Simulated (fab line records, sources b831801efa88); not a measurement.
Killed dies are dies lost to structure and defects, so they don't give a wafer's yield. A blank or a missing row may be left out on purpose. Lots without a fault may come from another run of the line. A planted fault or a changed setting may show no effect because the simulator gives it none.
Chamber matching | flow gf180mcu | GF_V2_CMP_26 on cmp-02: 4 sister chambers
The step polishes, stops on SiO2, t overpolish 15 s, target thk 0 nm. 4 wafers are shown with their chamber, then 8 later ones without.

WAFERS WITH THEIR CHAMBER
wafer  | chamber | motor_current_A (A)
L914.4 | 1       | 11.4
L925.3 | 0       | 12.8
L925.5 | 2       | 10.2
L929.1 | 3       | 10.6

WAFERS WITHOUT THEIR CHAMBER
wafer  | motor_current_A (A)
L929.4 | 10.4
L929.5 | 12.5
L933.1 | 12.2
L933.5 | 12.3
L933.6 | 11.7
L934.4 | 10.0
L934.5 | 10.9
L934.6 | 12.3

WHICH CHAMBER EACH WENT THROUGH
wafer  | from the rows above          | in truth
L929.4 | can't be placed: 3 or 2      | 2
L929.5 | 0                            | 0
L933.1 | can't be placed: 0 or 1      | 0
L933.5 | can't be placed: 0 or 1      | 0
L933.6 | 1                            | 1
L934.4 | can't be placed: 2 or 3      | 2
L934.5 | can't be placed: 3 or 1 or 2 | 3
L934.6 | can't be placed: 0 or 1      | 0
Placed correctly: 2 of 8. Can't be placed from these rows: 6 (the true chamber is among the candidates in 6). Placed wrongly: 0.
How it was worked out, from the rows above alone: a wafer's distance from a chamber is the root of the sum, over the readings, of the square of ((its reading less the chamber's mean) divided by the reading's scatter). The wafer belongs to the nearest chamber; if the next one is less than 2 further off, it can't be placed. A chamber's mean is the mean of its shown wafers. The scatter: with one shown wafer a chamber, the root of the mean of the squares of how far each hidden wafer lies from its nearest shown one.
